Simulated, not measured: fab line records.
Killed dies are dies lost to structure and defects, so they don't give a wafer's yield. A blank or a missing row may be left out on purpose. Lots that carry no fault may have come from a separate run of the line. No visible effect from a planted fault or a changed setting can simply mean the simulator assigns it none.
Which tool is to blame? + flow sky130 + 6 lots with 18 wafers sampled at 3 steps, on a route of 708 steps

WHAT THE GAUGES READ, wafer by wafer
SKY_VT_ADJUST_NCORE_TW_MEAS_11.
| lot  | measured     | on           | VT_ADJUST_NCORE_TW |
|------|--------------|--------------|--------------------|
| L386 | day 9 03:12  | filmMetro-01 | 220.6 220.5 219.7  |
| L388 | day 9 15:15  | filmMetro-03 | 219.6 218.2 219.3  |
| L391 | day 10 16:20 | filmMetro-01 | 220.7 221.8 221.6  |
| L393 | day 11 07:43 | filmMetro-03 | 217.9 219.6 218.9  |
| L394 | day 11 18:18 | filmMetro-01 | 220.3 219.7 219.4  |
| L402 | day 13 16:50 | filmMetro-04 | 234.6 234.0 236.7  |

WHICH TOOL RAN EACH LOT (tool, then ch and the chambers of the sampled wafers, then the start)
| lot  | SKY_NWELL_RTA_28               | SKY_VT_ADJUST_NCORE_IMPLANT_09  |
|------|--------------------------------|---------------------------------|
| L386 | rtpAnneal-02 ch 0, day 5 19:58 | implanter-02 ch 0, day 9 02:57  |
| L388 | rtpAnneal-02 ch 0, day 6 07:38 | implanter-03 ch 0, day 9 15:01  |
| L391 | rtpAnneal-02 ch 0, day 7 04:31 | implanter-03 ch 0, day 10 16:07 |
| L393 | rtpAnneal-01 ch 0, day 7 16:47 | implanter-02 ch 0, day 11 07:29 |
| L394 | rtpAnneal-01 ch 0, day 8 02:02 | implanter-03 ch 0, day 11 18:04 |
| L402 | rtpAnneal-02 ch 0, day 9 15:31 | implanter-02 ch 0, day 13 16:35 |
- SKY_NWELL_RTA_28: time 30 s.
- SKY_VT_ADJUST_NCORE_IMPLANT_09

THE ANSWER, worked out from the rows above alone
Rule: the lots themselves supply what counts as usual. The widest of any qualifying gaps counts: lots, ordered by their means at a reading, are off when they make up no more than a third of the lots, leave a main group of 4 or more, and stand apart from it by 3 or more times the standard deviation of that group's means. A main group is skipped when, at the precision printed for the reading in the tables above, its means are all equal. A lot without any number at a reading at which 4 lots or more have one is off too. The other lots that the step has rows for count as sound.
Off: at SKY_VT_ADJUST_NCORE_TW_MEAS_11 (VT_ADJUST_NCORE_TW), L402. Mean 219.9 and standard deviation 0.92 in the main group.
If a tool, at a process step before that reading, ran all the lots that are off and no sound lot after the first of them, it fits. Gauges at SKY_VT_ADJUST_NCORE_TW_MEAS_11: tried the same way as those tools. Can't be told from this: 3 tools fit, rtpAnneal-02 at SKY_NWELL_RTA_28, implanter-02 at SKY_VT_ADJUST_NCORE_IMPLANT_09, filmMetro-04 at SKY_VT_ADJUST_NCORE_TW_MEAS_11.

WHAT WAS PUT IN BY THE SIMULATOR
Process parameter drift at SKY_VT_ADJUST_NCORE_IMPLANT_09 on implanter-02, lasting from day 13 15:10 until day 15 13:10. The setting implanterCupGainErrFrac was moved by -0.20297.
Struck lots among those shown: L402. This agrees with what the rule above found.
